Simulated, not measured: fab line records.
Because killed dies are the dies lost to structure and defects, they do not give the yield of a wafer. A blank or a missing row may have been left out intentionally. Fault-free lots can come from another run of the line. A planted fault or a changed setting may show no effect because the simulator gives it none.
Comparing a struck lot with a sound one | flow sky130 | 23 out of 708 route steps
Sound: these wafers, L178.1, L178.4, L178.5. The struck wafers were L168.3, L168.4. The cause is given at the end.
For every step that has rows: the tool of each side, followed by ch and its chambers, followed by its first start. Under that, the readings that differ: sound wafers | struck wafers | difference of the means | sigmas: that difference in standard deviations of wafers without a fault.
alike: words and numbers the same on both sides, and readings whose means are apart by under 2 such deviations; not compared: readings that were withheld, readings missing a value for some wafer, numbers with overlapping values and no deviation given by the record, and bounds like >300 which may hide the same value.
A row with sigmas, a row that says differs or no value, or rows on one side alone: a step with any of these is where the two part. Numbers that don't overlap but have no deviation are shown without sigmas and don't part them. Lack of a reading on every wafer of one side parts them only where that side has two or more wafers.

first, 1 step without rows for these wafers: SKY_CAP2M_DEVELOP_11 (develop time 60 s).
SKY_CAP2M_OVL_MEAS_12:
  sound on overlay-01, day 46 11:41; struck on overlay-01, day 44 00:40
  alike: CAP2M_OVL
SKY_CAP2M_METAL_ETCH_13: etches TiN in Cl2/BCl3, stops on SiO2, target depth 220 nm, time 62.9 s.
  sound on rieMetal-01 ch 0,1, day 46 11:44; struck on rieMetal-01 ch 0,1, day 44 00:43
  alike: drypumpMotorCurrentA, oesProductAu, throttleValvePct
  not compared: rfHoursCounterH
SKY_CAP2M_STRIP_14: strips in O2/N2.
  sound on plasmaAsher-01 ch 0,1, day 46 11:48; struck on plasmaAsher-03 ch 0,1, day 44 00:49
  alike: drypumpMotorCurrentA, oesProductAu, stripTimeToEndpointS
  not compared: rfHoursCounterH
then, 8 steps without rows for these wafers: SKY_CAP2M_STRIP_15 (strips in post etch residue remover, time 1200 s); SKY_CAP2M_CLEAN_16 (cleans in IPA, time 180 s); SKY_CAP2M_CLEAN_17 (cleans in O3/DIW); SKY_METAL4_DEHYDRATE_05 (time 60 s); SKY_METAL4_HMDS_06 (prime time 60 s); SKY_METAL4_COAT_07 (resist thk 60 nm); SKY_METAL4_COAT_08 (resist thk 1140 nm); SKY_METAL4_SOFTBAKE_09 (time 90 s).
SKY_METAL4_EXPOSE_10: exposes mask MM4, target cd 300 nm.
  sound on krfScanner-01 ch 0, day 46 22:43; struck on krfScanner-02 ch 0, day 44 12:37
reading            | sound       | struck    | difference | sigmas
focusOffsetNm (nm) | 1.0 0.9 0.7 | -0.4 -0.6 | -1.4       | -3
  alike: mask
then, 2 steps without rows for these wafers: SKY_METAL4_PEB_11; SKY_METAL4_DEVELOP_12 (develop time 60 s).
SKY_METAL4_CD_MEAS_13: the cd target is 300 nm.
  sound on cdSem-01, day 47 08:19; struck on cdSem-01, day 44 23:29
reading   | sound             | struck      | difference | sigmas
cdNm (nm) | 300.0 299.2 300.0 | 253.0 253.0 | -46.7      | -33
SKY_METAL4_OVL_MEAS_14:
  sound on overlay-01, day 47 08:26; struck on overlay-02, day 44 23:34
  alike: METAL4_OVL
SKY_METAL4_DESCUM_15: chemistry O2, time 8 s.
  sound on rieMetal-02 ch 0, day 47 08:28; struck on rieMetal-01 ch 0,1, day 44 23:37
reading                | sound             | struck      | difference | sigmas
model.METAL4.cdNm (nm) | 299.9 299.6 299.7 | 253.2 253.2 | -46.5      | 
  alike: drypumpMotorCurrentA, oesProductAu, tempC
  not compared: rfHoursCounterH
SKY_METAL4_ETCH_16: etches BARC in N2/H2, stops on SiO2, time 88.2 s, target depth 60 nm.
  sound on rieMetal-02 ch 0, day 47 08:30; struck on rieMetal-01 ch 0,1, day 44 23:40
  alike: drypumpMotorCurrentA, oesProductAu, throttleValvePct
  not compared: rfHoursCounterH
SKY_METAL4_ETCH_17: etches SiO2 in C4F8/O2/Ar, stops on TiN, time 3.9 s, target depth 15 nm.
  sound on rieDiel-04 ch 0,1, day 47 08:36; struck on rieDiel-04 ch 1,3, day 44 23:44
  alike: oesProductAu
SKY_METAL4_METAL_ETCH_18: etches the open film in Cl2/BCl3, stops on SiO2, target depth 845 nm, time 183.1 s.
  sound on rieMetal-01 ch 0,1, day 47 08:37; struck on rieMetal-02 ch 0,1, day 44 23:48
reading                | sound             | struck    | difference | sigmas
model.METAL4.cdNm (nm) | 305.7 301.4 306.1 | 255 256.5 | -49        | 
  alike: drypumpMotorCurrentA, oesProductAu, throttleValvePct
  not compared: rfHoursCounterH
SKY_METAL4_STRIP_19: strips in O2/N2.
  sound on plasmaAsher-02 ch 0, day 47 08:48; struck on plasmaAsher-04 ch 0,1, day 44 23:58
  alike: drypumpMotorCurrentA, oesProductAu, stripTimeToEndpointS
  not compared: rfHoursCounterH
-- the record jumps here: 4 days lie between the struck wafers' starts before and after (it left off in module METAL4 and takes up again in module PAD_OPEN, whose first step shown is number 708 of the route) --
SKY_PAD_OPEN_PROBE_99:
  sound on prober-01, day 50 13:35; struck on prober-01, day 48 16:04
reading                               | sound                | struck        | difference | sigmas
defectLimitedYield (%)                | 79.7 81.9 78.0       | 63.0 67.3     | -14.7      | -8
killed_at_M4_up                       | 5 4 5                | 100 79        | +85        | +47
killedAtContacts                      | 38 25 35             | 16 19         | -15        | -3
killedAtOther                         | 0 0 0                | 3 0           | +2         | +2
killedDies                            | 100 89 108           | 182 161       | +72        | +8
killedOnRim                           | 18 18 14             | 59 50         | +38        | +10
killedShort                           | 57 42 53             | 36 34         | -16        | -2
sort_bin_5_function (%)               | 12.4 10.6 11.8       | 30.7 27.4     | +17.4      | +12
sortNPass                             | 392 403 384          | 310 331       | -72        | -8
sortYieldPct (%)                      | 79.7 81.9 78.0       | 63.0 67.3     | -14.7      | -8
model.etest.tester.sortNPass          | 392 403 384          | 310 331       | -72        | 
model.etest.met4.widthNm (nm)         | 303.8 303.4 305.9    | 252.4 257.5   | -49.4      | 
model.etest.tester.sortYieldPct (%)   | 79.67 81.91 78.05    | 63.01 67.28   | -14.73     | 
model.etest.tester.sort_bin_5_pct (%) | 12.4 10.57 11.79     | 30.69 27.44   | +17.48     | 
model.etest.met4.lineOhmUm            | 0.1399 0.1394 0.1409 | 0.1705 0.1647 | +0.0275    | 
  alike: killed_at_M0_to_M3, killedAtFrontEnd, killedOpen, sort_bin_3_pad_short, sort_bin_6_memory

WHERE THEY PART
Last at SKY_PAD_OPEN_PROBE_99 as far as this record goes, first at SKY_METAL4_EXPOSE_10.

WHY: whatever the simulator had introduced
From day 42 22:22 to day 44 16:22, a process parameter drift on krfScanner-02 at SKY_METAL4_EXPOSE_10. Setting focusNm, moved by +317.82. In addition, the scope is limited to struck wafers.
